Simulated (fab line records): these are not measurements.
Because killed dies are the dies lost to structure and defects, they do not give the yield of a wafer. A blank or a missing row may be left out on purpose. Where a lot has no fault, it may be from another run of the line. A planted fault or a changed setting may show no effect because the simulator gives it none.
A lot that was struck, set against a sound lot ; flow sky130 ; 17 out of 708 route steps
Sound: these wafers, L936.1, L936.3, L936.4. Wafers struck: L941.1, L941.2, L941.3. The cause is named last.
Order at every step that has rows: each side's tool, ch and its chambers, its first start. Under that, the readings that differ: sound wafers ; struck wafers ; difference of the means ; sigmas: that difference in standard deviations of wafers without a fault.
alike: readings with means less than 2 such deviations apart, plus words and numbers identical on both sides. not compared: withheld readings, readings lacking a value on some wafer, bounds such as >300 that could conceal the same value, and numbers that have no deviation in the record and whose values overlap.
A row with sigmas, a row that says differs or no value, or rows on one side alone: a step with any of these is where the two part. Numbers that have no deviation but don't overlap get no sigmas and don't part them. Lack of a reading on every wafer of one side parts them only where that side has two or more wafers.

SKY_FIELD_ISO_THK_MEAS_02:
  sound: filmMetro-01 at day 2 13:50; struck: filmMetro-04 at day 3 17:19
  alike: FIELD_ISO_OXIDATION_00_THK
then, 1 step without rows for these wafers: SKY_FIELD_ISO_CVD_03 (deposits Si3N4 from DCS/NH3, target thk 165 nm, time 2830 s).
SKY_FIELD_ISO_THK_MEAS_04:
  sound: filmMetro-04 at day 2 16:08; struck: filmMetro-04 at day 3 20:08
  alike: FIELD_ISO_CVD_03_THK
then, 8 steps without rows for these wafers: SKY_FIELD_ISO_DEHYDRATE_05 (time 60 s); SKY_FIELD_ISO_HMDS_06 (prime time 60 s); SKY_FIELD_ISO_COAT_07 (resist thk 60 nm); SKY_FIELD_ISO_COAT_08 (resist thk 450 nm); SKY_FIELD_ISO_SOFTBAKE_09 (time 90 s); SKY_FIELD_ISO_EXPOSE_10 (exposes mask FOM, target cd 150 nm); SKY_FIELD_ISO_PEB_11; SKY_FIELD_ISO_DEVELOP_12 (develop time 60 s).
SKY_FIELD_ISO_CD_MEAS_13: target cd 150 nm.
  sound: cdSem-02 at day 3 07:03; struck: cdSem-02 at day 4 13:20
  alike: cdNm
SKY_FIELD_ISO_ETCH_14: etches BARC in N2/H2, stops on SiO2, time 45.9 s, target depth 60 nm.
  sound on rieDiel-01 ch 0,2,3, day 3 07:10; struck on rieDiel-01 ch 1,2,3, day 4 13:28
reading;sound;struck;difference;sigmas
oesProductAu (a.u.);0.853 0.860 0.859;0.780 0.778 0.785;-0.076;-16
runLengthS (s);73.7 73.7 74.5;83.0 82.3 82.1;+8.5;+22
model.KrF-thick_of_FIELD_ISO_COAT_08.thkNm (nm);392.5 393.3 392.4;383.9 383 381.1;-10.1;
  alike: drypumpMotorCurrentA, throttleValvePct
  not compared: rfHoursCounterH
SKY_FIELD_ISO_ETCH_15: etches the open film in CHF3/O2, stops on Si, target depth 180 nm, time 72 s.
  sound on rieDiel-01 ch 0,2,3, day 3 07:13; struck on rieDiel-01 ch 1,2,3, day 4 13:30
reading;sound;struck;difference;sigmas
oesProductAu (a.u.);0.953 0.954 0.952;0.946 0.934 0.941;-0.013;-2
model.KrF-thick_of_FIELD_ISO_COAT_08.thkNm (nm);232.6 234.2 232.9;231 223.5 221.4;-8;
  alike: drypumpMotorCurrentA, runLengthS, throttleValvePct
  not compared: rfHoursCounterH
SKY_FIELD_ISO_STRIP_16: strips in O2/N2.
  sound on plasmaAsher-01 ch 0,1, day 3 07:16; struck on plasmaAsher-03 ch 0,1, day 4 13:34
reading;sound;struck;difference;sigmas
stripTimeToEndpointS (s);3.51 3.52 3.51;3.49 3.42 3.39;-0.08;-2
  alike: drypumpMotorCurrentA, oesProductAu
  not compared: rfHoursCounterH
SKY_FIELD_ISO_ETCH_17: etches Si in HBr/Cl2/O2, target depth 342 nm, time 97.7 s.
  sound on rieSi-02 ch 0,2,3, day 3 07:22; struck on rieSi-02 ch 0,1,3, day 4 13:40
  alike: drypumpMotorCurrentA, oesProductAu, runLengthS, throttleValvePct
  not compared: rfHoursCounterH
-- here the record skips 44 days between the struck wafers' starts before and after, leaving off in module FIELD_ISO and picking up in module PAD_OPEN (first step shown: number 708 of the route) --
SKY_PAD_OPEN_PROBE_99:
  sound: prober-01 at day 47 12:25; struck: prober-01 at day 48 13:35
  alike: killed_at_M0_to_M3, killed_at_M4_up, killedAtContacts, killedAtFrontEnd, killedAtOther, killedDies, killedOnRim, killedOpen, killedShort

== WHERE THEY PART ==
First at SKY_FIELD_ISO_ETCH_14; last, within this record, at SKY_FIELD_ISO_STRIP_16. Later steps at which nothing parts them and some readings are alike: SKY_FIELD_ISO_ETCH_17, SKY_PAD_OPEN_PROBE_99.

WHY: the cause the simulator had injected
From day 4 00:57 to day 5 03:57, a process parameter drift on rieDiel-01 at SKY_FIELD_ISO_ETCH_14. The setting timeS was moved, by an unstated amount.
